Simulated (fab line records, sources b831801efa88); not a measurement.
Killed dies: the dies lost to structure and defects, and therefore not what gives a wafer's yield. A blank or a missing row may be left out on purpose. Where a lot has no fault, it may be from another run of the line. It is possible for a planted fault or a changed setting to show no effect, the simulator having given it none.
Struck lot and sound lot, side by side ; flow sky130 ; 15 out of 708 route steps
Sound: the wafers L566.1, L566.3, L566.4. Wafers L572.1, L572.3, L572.4 were the ones struck. The cause is given at the end.
For every step that has rows: the tool of each side, followed by ch and its chambers, followed by its first start. Under that, the readings that differ: sound wafers ; struck wafers ; difference of the means ; sigmas: that difference in standard deviations of wafers without a fault.
alike: a reading whose means differ by less than 2 such deviations, as well as words and numbers matching on both sides. not compared: withheld readings; readings where some wafer has no value; bounds like >300 that might hide an equal value; numbers whose values overlap and for which the record gives no deviation.
A row with sigmas, a row that says differs or no value, or rows on one side alone: a step with any of these is where the two part. When numbers do not overlap yet have no deviation, they are printed without sigmas and do not part them. A reading that every wafer of one side lacks parts them only if that side has two wafers or more.

SKY_RES_XHIGH_TW_MEAS_09:
  sound: film metro-04 at day 28 09:22; struck: film metro-03 at day 30 00:11
  alike: RES_XHIGH_TW
then, 7 steps without rows for these wafers: SKY_SD_N_DEHYDRATE_00 (time 60 s); SKY_SD_N_HMDS_01 (prime time 60 s); SKY_SD_N_COAT_02 (resist thk 1140 nm); SKY_SD_N_SOFTBAKE_03 (time 60 s); SKY_SD_N_EXPOSE_04 (exposes mask NSDM, target cd 380 nm); SKY_SD_N_PEB_05; SKY_SD_N_DEVELOP_06 (develop time 60 s).
SKY_SD_N_CD_MEAS_07: target cd 380 nm.
  sound: cd sem-02 at day 29 13:34; struck: cd sem-02 at day 31 03:58
  alike: cd nm
SKY_SD_N_OVL_MEAS_08:
  sound: overlay-02 at day 29 13:41; struck: overlay-02 at day 31 04:05
  alike: SD_N_OVL
then, 2 steps without rows for these wafers: SKY_SD_N_IMPLANT_09; SKY_SD_N_IMPLANT_10.
SKY_SD_N_STRIP_11: strips in O2/N2.
  sound on plasma asher-04 ch 0,1, day 29 14:01; struck on plasma asher-02 ch 0,1, day 31 04:25
reading;sound;struck;difference;sigmas
oes product au (a.u.);0.524 0.524 0.524;0.484 0.477 0.466;-0.048;-11
strip time to endpoint s (s);22.58 22.53 22.53;- - -;no value on the struck wafers;
model.NOVOLAK_of_SD_N_COAT_02.thk nm (nm);0 0 0;580.3 580.3 579.6;+580.1;
  alike: drypump motor current A
  not compared: rf hours counter h
SKY_SD_N_TW_MEAS_12:
  sound: film metro-04 at day 29 14:07; struck: film metro-02 at day 31 04:31
reading;sound;struck;difference;sigmas
SD_N_TW;3935 3925 3930;4047 4040 4039;+112;+2
-- the record jumps here: 17 days lie between the struck wafers' starts before and after (it left off in module SD_N and takes up again in module PAD_OPEN, whose first step shown is number 708 of the route) --
SKY_PAD_OPEN_PROBE_99:
  sound: prober-02 at day 47 02:29; struck: prober-02 at day 48 04:29
reading;sound;struck;difference;sigmas
killed at front end;18 14 12;418 425 421;+407;+97
killed dies;74 78 95;492 492 492;+410;+42
killed on rim;11 16 22;96 96 96;+80;+19
  alike: killed_at_M0_to_M3, killed_at_M4_up, killed at contacts, killed at other, killed open, killed short

## WHERE THEY PART
First at SKY_SD_N_STRIP_11; last, within this record, at SKY_PAD_OPEN_PROBE_99.

WHY: the cause the simulator had injected
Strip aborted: plasma asher-02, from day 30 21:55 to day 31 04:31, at SKY_SD_N_STRIP_11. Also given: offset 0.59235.
